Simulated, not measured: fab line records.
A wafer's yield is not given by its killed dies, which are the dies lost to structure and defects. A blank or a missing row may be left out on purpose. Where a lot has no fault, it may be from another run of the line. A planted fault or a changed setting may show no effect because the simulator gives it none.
The tool behind it: which one? + flow sky130 + 14 lots with 42 wafers sampled at 7 steps, on a route of 708 steps

WHAT EACH GAUGE READ, for each wafer
SKY_VIA4_BOW_MEAS_03.
| lot  | measured     | on            | VIA4_BOW (um) |
|------|--------------|---------------|---------------|
| L688 | day 42 07:24 | film-metro-01 | 71 76 75      |
| L689 | day 42 14:43 | film-metro-03 | 82 69 89      |
| L690 | day 43 10:02 | film-metro-01 | 73 84 83      |
| L693 | day 43 21:43 | film-metro-02 | 83 85 76      |
| L694 | day 44 00:53 | film-metro-02 | 77 79 78      |
| L695 | day 44 05:26 | film-metro-03 | 79 72 85      |
| L696 | day 44 13:26 | film-metro-01 | 90 76 91      |
| L697 | day 44 19:16 | film-metro-03 | 75 63 78      |
| L702 | day 46 02:32 | film-metro-03 | 77 65 75      |
| L703 | day 46 07:02 | film-metro-02 | 83 87 91      |
| L709 | day 47 20:43 | film-metro-02 | 85 76 87      |
| L710 | day 48 03:38 | film-metro-03 | 70 84 87      |

WHICH TOOL RAN EACH LOT (tool, then ch and the chambers of the sampled wafers, then the start)
| lot  | SKY_VIA3_STRIP_16                    | SKY_METAL4_SPUTTER_03        | SKY_METAL4_ETCH_16                | SKY_METAL4_ETCH_17                 | SKY_METAL4_METAL_ETCH_18          | SKY_METAL4_STRIP_19                  |
|------|--------------------------------------|------------------------------|-----------------------------------|------------------------------------|-----------------------------------|--------------------------------------|
| L688 | plasma-asher-04 ch 0,1, day 40 02:56 | pvd-sputter-03, day 40 04:19 | rie-metal-01 ch 0,1, day 42 05:48 | rie-diel-01 ch 0,1,2, day 42 05:54 | rie-metal-02 ch 1, day 42 05:55   | plasma-asher-04 ch 0,1, day 42 06:16 |
| L689 | plasma-asher-02 ch 0,1, day 40 10:41 | pvd-sputter-01, day 40 12:02 | rie-metal-02 ch 1, day 42 13:11   | rie-diel-02 ch 1,2,3, day 42 13:23 | rie-metal-04 ch 1, day 42 13:25   | plasma-asher-01 ch 0, day 42 13:35   |
| L690 | plasma-asher-04 ch 0,1, day 41 07:49 | pvd-sputter-04, day 41 09:12 | rie-metal-01 ch 1, day 43 08:30   | rie-diel-04 ch 0,1,3, day 43 08:42 | rie-metal-04 ch 0,1, day 43 08:43 | plasma-asher-04 ch 0,1, day 43 08:54 |
| L693 | plasma-asher-02 ch 0,1, day 41 19:19 | pvd-sputter-03, day 41 20:40 | rie-metal-01 ch 1, day 43 20:08   | rie-diel-02 ch 0,1,2, day 43 20:20 | rie-metal-02 ch 0,1, day 43 20:22 | plasma-asher-01 ch 0,1, day 43 20:32 |
| L694 | plasma-asher-03 ch 0,1, day 41 22:58 | pvd-sputter-03, day 42 00:19 | rie-metal-01 ch 0, day 43 23:28   | rie-diel-04 ch 0,2, day 43 23:34   | rie-metal-04 ch 0,1, day 43 23:35 | plasma-asher-03 ch 0,1, day 43 23:46 |
| L695 | plasma-asher-04 ch 0,1, day 42 03:26 | pvd-sputter-01, day 42 04:46 | rie-metal-02 ch 0,1, day 44 03:46 | rie-diel-04 ch 0,2,3, day 44 03:52 | rie-metal-01 ch 1, day 44 03:57   | plasma-asher-01 ch 0,1, day 44 04:14 |
| L696 | plasma-asher-03 ch 0,1, day 42 11:08 | pvd-sputter-04, day 42 12:29 | rie-metal-01 ch 0, day 44 11:55   | rie-diel-02 ch 0,3, day 44 12:01   | rie-metal-02 ch 0,1, day 44 12:02 | plasma-asher-04 ch 0,1, day 44 12:13 |
| L697 | plasma-asher-04 ch 0,1, day 42 18:53 | pvd-sputter-01, day 42 20:14 | rie-metal-01 ch 0,1, day 44 17:51 | rie-diel-04 ch 0,1,3, day 44 17:57 | rie-metal-02 ch 0,1, day 44 17:58 | plasma-asher-03 ch 0,1, day 44 18:08 |
| L700 | plasma-asher-03 ch 0,1, day 43 15:02 | pvd-sputter-01, day 43 16:22 | rie-metal-04 ch 0,1, day 45 14:18 | rie-diel-04 ch 1,2,3, day 45 14:24 | rie-metal-02 ch 0,1, day 45 14:25 | plasma-asher-01 ch 0,1, day 45 14:35 |
| L701 | plasma-asher-04 ch 1, day 43 18:35   | pvd-sputter-04, day 43 19:55 | rie-metal-02 ch 0,1, day 45 17:18 | rie-diel-04 ch 1,2, day 45 17:24   | rie-metal-01 ch 0,1, day 45 17:25 | plasma-asher-01 ch 0, day 45 17:35   |
| L702 | plasma-asher-02 ch 0,1, day 44 02:56 | pvd-sputter-01, day 44 04:19 | rie-metal-04 ch 0,1, day 46 01:06 | rie-diel-01 ch 0,2, day 46 01:12   | rie-metal-01 ch 1, day 46 01:13   | plasma-asher-01 ch 0,1, day 46 01:23 |
| L703 | plasma-asher-04 ch 0,1, day 44 07:49 | pvd-sputter-01, day 44 09:10 | rie-metal-04 ch 0,1, day 46 05:31 | rie-diel-02 ch 0,1, day 46 05:37   | rie-metal-01 ch 0,1, day 46 05:38 | plasma-asher-04 ch 0,1, day 46 05:49 |
| L709 | plasma-asher-03 ch 0,1, day 46 00:49 | pvd-sputter-04, day 46 02:10 | rie-metal-02 ch 1, day 47 19:06   | rie-diel-04 ch 0,2, day 47 19:12   | rie-metal-01 ch 0, day 47 19:13   | plasma-asher-03 ch 0,1, day 47 19:34 |
| L710 | plasma-asher-02 ch 0,1, day 46 08:23 | pvd-sputter-04, day 46 09:43 | rie-metal-01 ch 0, day 48 02:08   | rie-diel-02 ch 0,2,3, day 48 02:17 | rie-metal-02 ch 0,1, day 48 02:19 | plasma-asher-04 ch 0,1, day 48 02:29 |
- SKY_VIA3_STRIP_16: strips in O2/N2.
- SKY_METAL4_SPUTTER_03: material Ti, target thk 5 nm, time 3.3 s.
- SKY_METAL4_ETCH_16: etches BARC in N2/H2, stops on SiO2, time 88.2 s, target depth 60 nm.
- SKY_METAL4_ETCH_17: etches SiO2 in C4F8/O2/Ar, stops on TiN, time 3.9 s, target depth 15 nm.
- SKY_METAL4_METAL_ETCH_18: etches the open film in Cl2/BCl3, stops on SiO2, target depth 845 nm, time 183.1 s.
- SKY_METAL4_STRIP_19: strips in O2/N2.

WHAT THE TOOLS THEMSELVES READ (means of the sampled wafers that have a number; where no wafer has one, the mark that the record gives instead)
SKY_VIA3_STRIP_16.
| lot  | tool            | drypump-motor-current-A (A) | o2-flow-sccm (sccm) | oes-product-au (a.u.) | strip-time-to-endpoint-s (s) |
|------|-----------------|-----------------------------|---------------------|-----------------------|------------------------------|
| L688 | plasma-asher-04 | 5.1                         | 3006                | 0.399                 | 4.136                        |
| L689 | plasma-asher-02 | 5.8                         | 3001                | 0.400                 | 4.114                        |
| L690 | plasma-asher-04 | 5.5                         | 3001                | 0.400                 | 4.149                        |
| L693 | plasma-asher-02 | 5.8                         | 2993                | 0.402                 | 4.146                        |
| L694 | plasma-asher-03 | 5.4                         | 2998                | 0.398                 | 4.117                        |
| L695 | plasma-asher-04 | 5.1                         | 3003                | 0.404                 | 4.138                        |
| L696 | plasma-asher-03 | 5.4                         | 3005                | 0.401                 | 4.139                        |
| L697 | plasma-asher-04 | 5.5                         | 2996                | 0.402                 | 4.162                        |
| L700 | plasma-asher-03 | 5.4                         | 3000                | 0.403                 | 4.097                        |
| L701 | plasma-asher-04 | 4.7                         | 2986                | 0.399                 | 4.123                        |
| L702 | plasma-asher-02 | 5.8                         | 2998                | 0.401                 | 4.124                        |
| L703 | plasma-asher-04 | 5.1                         | 3007                | 0.397                 | 4.137                        |
| L709 | plasma-asher-03 | 5.5                         | 3000                | 0.402                 | 4.135                        |
| L710 | plasma-asher-02 | 5.8                         | 3004                | 0.402                 | 4.145                        |

SKY_METAL4_SPUTTER_03.
| lot  | tool           | throttle-valve-pct (%) |
|------|----------------|------------------------|
| L688 | pvd-sputter-03 | 30.0                   |
| L689 | pvd-sputter-01 | 30.7                   |
| L690 | pvd-sputter-04 | 29.8                   |
| L693 | pvd-sputter-03 | 30.1                   |
| L694 | pvd-sputter-03 | 29.9                   |
| L695 | pvd-sputter-01 | 30.4                   |
| L696 | pvd-sputter-04 | 29.3                   |
| L697 | pvd-sputter-01 | 29.7                   |
| L700 | pvd-sputter-01 | 29.6                   |
| L701 | pvd-sputter-04 | 29.0                   |
| L702 | pvd-sputter-01 | 30.5                   |
| L703 | pvd-sputter-01 | 30.1                   |
| L709 | pvd-sputter-04 | 29.1                   |
| L710 | pvd-sputter-04 | 29.2                   |

SKY_METAL4_ETCH_16.
| lot  | tool         | bias-w (W) | chamber-pressure-mTorr (mTorr) | drypump-motor-current-A (A) | oes-product-au (a.u.) | throttle-valve-pct (%) |
|------|--------------|------------|--------------------------------|-----------------------------|-----------------------|------------------------|
| L688 | rie-metal-01 | 100.0      | 30.012                         | 5.7                         | 0.623                 | 13.203                 |
| L689 | rie-metal-02 | 99.9       | 29.975                         | 5.9                         | 0.629                 | 13.206                 |
| L690 | rie-metal-01 | 100.2      | 29.996                         | 5.0                         | 0.625                 | 13.212                 |
| L693 | rie-metal-01 | 100.0      | 29.973                         | 5.0                         | 0.626                 | 13.202                 |
| L694 | rie-metal-01 | 100.3      | 29.986                         | 6.0                         | 0.629                 | 13.206                 |
| L695 | rie-metal-02 | 100.2      | 30.004                         | 5.5                         | 0.623                 | 13.208                 |
| L696 | rie-metal-01 | 99.7       | 30.010                         | 6.0                         | 0.620                 | 13.209                 |
| L697 | rie-metal-01 | 100.5      | 29.991                         | 5.7                         | 0.618                 | 13.213                 |
| L700 | rie-metal-04 | -          | -                              | -                           | -                     | -                      |
| L701 | rie-metal-02 | -          | -                              | -                           | -                     | -                      |
| L702 | rie-metal-04 | 100.0      | 30.000                         | 4.8                         | 0.621                 | 13.208                 |
| L703 | rie-metal-04 | 99.8       | 29.992                         | 4.8                         | 0.625                 | 13.201                 |
| L709 | rie-metal-02 | 100.2      | 30.010                         | 5.9                         | 0.630                 | 13.211                 |
| L710 | rie-metal-01 | 100.1      | 29.998                         | 6.0                         | 0.624                 | 13.203                 |

SKY_METAL4_ETCH_17.
| lot  | tool        | bias-w (W) | chamber-pressure-mTorr (mTorr) | oes-product-au (a.u.) |
|------|-------------|------------|--------------------------------|-----------------------|
| L688 | rie-diel-01 | 1196       | 40.02                          | 0.750                 |
| L689 | rie-diel-02 | 1206       | 40.01                          | 0.756                 |
| L690 | rie-diel-04 | 1199       | 40.00                          | 0.748                 |
| L693 | rie-diel-02 | 1200       | 39.99                          | 0.741                 |
| L694 | rie-diel-04 | 1198       | 39.98                          | 0.754                 |
| L695 | rie-diel-04 | 1202       | 39.95                          | 0.748                 |
| L696 | rie-diel-02 | 1201       | 39.95                          | 0.747                 |
| L697 | rie-diel-04 | 1197       | 39.99                          | 0.752                 |
| L700 | rie-diel-04 | 1200       | 39.99                          | 0.377                 |
| L701 | rie-diel-04 | 1199       | 40.00                          | 0.371                 |
| L702 | rie-diel-01 | 1201       | 40.00                          | 0.761                 |
| L703 | rie-diel-02 | 1197       | 40.00                          | 0.756                 |
| L709 | rie-diel-04 | 1200       | 40.02                          | 0.749                 |
| L710 | rie-diel-02 | 1199       | 39.96                          | 0.752                 |

SKY_METAL4_METAL_ETCH_18.
| lot  | tool         | bcl3-flow-sccm (sccm) | bias-w (W) | drypump-motor-current-A (A) | oes-product-au (a.u.) | throttle-valve-pct (%) |
|------|--------------|-----------------------|------------|-----------------------------|-----------------------|------------------------|
| L688 | rie-metal-02 | 30.06                 | 48.37      | 5.9                         | 0.866                 | 22.271                 |
| L689 | rie-metal-04 | 30.04                 | 48.63      | 4.6                         | 0.861                 | 22.267                 |
| L690 | rie-metal-04 | 30.05                 | 48.47      | 4.8                         | 0.867                 | 22.274                 |
| L693 | rie-metal-02 | 29.98                 | 48.63      | 5.5                         | 0.875                 | 22.260                 |
| L694 | rie-metal-04 | 29.99                 | 48.68      | 4.8                         | 0.868                 | 22.265                 |
| L695 | rie-metal-01 | 29.91                 | 48.61      | 5.0                         | 0.857                 | 22.272                 |
| L696 | rie-metal-02 | 29.91                 | 48.46      | 5.5                         | 0.860                 | 22.271                 |
| L697 | rie-metal-02 | 29.95                 | 48.30      | 5.5                         | 0.865                 | 22.268                 |
| L700 | rie-metal-02 | 30.06                 | 48.53      | 5.5                         | 0.376                 | 22.261                 |
| L701 | rie-metal-01 | 29.98                 | 48.43      | 5.6                         | 0.377                 | 22.268                 |
| L702 | rie-metal-01 | 30.09                 | 48.58      | 5.0                         | 0.871                 | 22.261                 |
| L703 | rie-metal-01 | 30.00                 | 48.60      | 5.7                         | 0.862                 | 22.266                 |
| L709 | rie-metal-01 | 29.89                 | 48.53      | 5.9                         | 0.857                 | 22.268                 |
| L710 | rie-metal-02 | 30.04                 | 48.38      | 5.5                         | 0.861                 | 22.264                 |

SKY_METAL4_STRIP_19.
| lot  | tool            | drypump-motor-current-A (A) | o2-flow-sccm (sccm) | oes-product-au (a.u.) | strip-time-to-endpoint-s (s) |
|------|-----------------|-----------------------------|---------------------|-----------------------|------------------------------|
| L688 | plasma-asher-04 | 5.5                         | 3005                | 0.499                 | 6.51                         |
| L689 | plasma-asher-01 | 4.9                         | 2990                | 0.503                 | 6.47                         |
| L690 | plasma-asher-04 | 5.1                         | 2998                | 0.502                 | 6.58                         |
| L693 | plasma-asher-01 | 5.0                         | 2992                | 0.502                 | 6.50                         |
| L694 | plasma-asher-03 | 5.4                         | 3007                | 0.504                 | 6.54                         |
| L695 | plasma-asher-01 | 5.0                         | 2996                | 0.508                 | 6.63                         |
| L696 | plasma-asher-04 | 5.5                         | 2992                | 0.504                 | 6.51                         |
| L697 | plasma-asher-03 | 5.4                         | 3007                | 0.501                 | 6.46                         |
| L700 | plasma-asher-01 | 5.0                         | 3000                | 0.524                 | 6.96                         |
| L701 | plasma-asher-01 | 4.9                         | 2997                | 0.522                 | 7.05                         |
| L702 | plasma-asher-01 | 5.0                         | 3008                | 0.502                 | 6.52                         |
| L703 | plasma-asher-04 | 5.5                         | 3005                | 0.501                 | 6.55                         |
| L709 | plasma-asher-03 | 5.4                         | 3005                | 0.495                 | 6.44                         |
| L710 | plasma-asher-04 | 5.1                         | 3000                | 0.502                 | 6.46                         |

THE ANSWER, worked out from the rows above alone
Rule: what is usual is taken from the lots themselves. The widest of any qualifying gaps counts: lots, ordered by their means at a reading, are off when they make up no more than a third of the lots, leave a main group of 4 or more, and stand apart from it by 3 or more times the standard deviation of that group's means. The tables above print the reading to a certain number of digits; a main group whose means all agree to those digits is not used. A lot without any number at a reading at which 4 lots or more have one is off too. Any other lot the step has rows for is counted as sound. First the gauges in route order, then the tools' own readings, where a lot's mean is used as printed above. At the first step where some lot is off, the reading lying furthest off is the one used; lots without a number count as furthest.
Off at SKY_METAL4_ETCH_16 (bias-w): L700, L701. Without a number there: L700, L701. For the main group the mean is 100.1 W and the standard deviation 0.21.
If a tool, at that step or one of the process steps before it, ran each lot that is off and ran no sound lot following the first of them, it fits. None of those tried fits.

WHAT THE SIMULATOR HAD PUT IN
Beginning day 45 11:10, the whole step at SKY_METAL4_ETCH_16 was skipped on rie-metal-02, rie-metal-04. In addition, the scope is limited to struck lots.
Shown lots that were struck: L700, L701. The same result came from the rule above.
